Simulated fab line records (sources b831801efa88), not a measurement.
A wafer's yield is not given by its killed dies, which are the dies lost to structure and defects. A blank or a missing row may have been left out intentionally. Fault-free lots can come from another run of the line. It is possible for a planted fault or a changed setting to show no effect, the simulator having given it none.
Chamber matching + flow sky130 + 3 sister chambers for SKY_CONTACT_HDPCVD_02 on hdpcvd-01
The step deposits SiO2, target thk 565 nm, time 94.2 s. 3 wafers are shown with their chamber, then 7 later ones without.

WAFERS WITH THEIR CHAMBER
| wafer  | chamber | sih4FlowSccm (sccm) |
|--------|---------|---------------------|
| L760.2 | 1       | 59.87               |
| L760.3 | 0       | 60.25               |
| L763.3 | 2       | 60.31               |

WAFERS MISSING THEIR CHAMBER
| wafer  | sih4FlowSccm (sccm) |
|--------|---------------------|
| L763.4 | 60.22               |
| L770.2 | 59.93               |
| L770.4 | 60.12               |
| L770.5 | 59.85               |
| L772.1 | 60.14               |
| L772.2 | 59.80               |
| L772.6 | 60.22               |

CHAMBER TAKEN BY EACH
| wafer  | from the rows above          | in truth                   |
|--------|------------------------------|----------------------------|
| L763.4 | can't be placed: 0 or 2      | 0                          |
| L770.2 | 1                            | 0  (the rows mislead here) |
| L770.4 | can't be placed: 0 or 2 or 1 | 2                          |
| L770.5 | 1                            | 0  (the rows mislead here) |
| L772.1 | can't be placed: 0 or 2      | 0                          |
| L772.2 | 1                            | 1                          |
| L772.6 | can't be placed: 0 or 2      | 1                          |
Placed correctly: 1 of 7. Cannot be placed on the basis of these rows: 4; the candidates contain the true chamber in 3. 2 placed wrongly.
How it was worked out, from the rows above alone: a wafer's distance from a chamber is the root of the sum, over the readings, of the square of ((its reading less the chamber's mean) divided by the reading's scatter). If the next closest chamber is less than 2 further off than the closest, the wafer can't be placed; otherwise it belongs to the closest. Each chamber's mean is taken over the wafers shown for it. The scatter: root of mean squared gap, hidden wafer to nearest shown wafer, with one shown wafer a chamber.
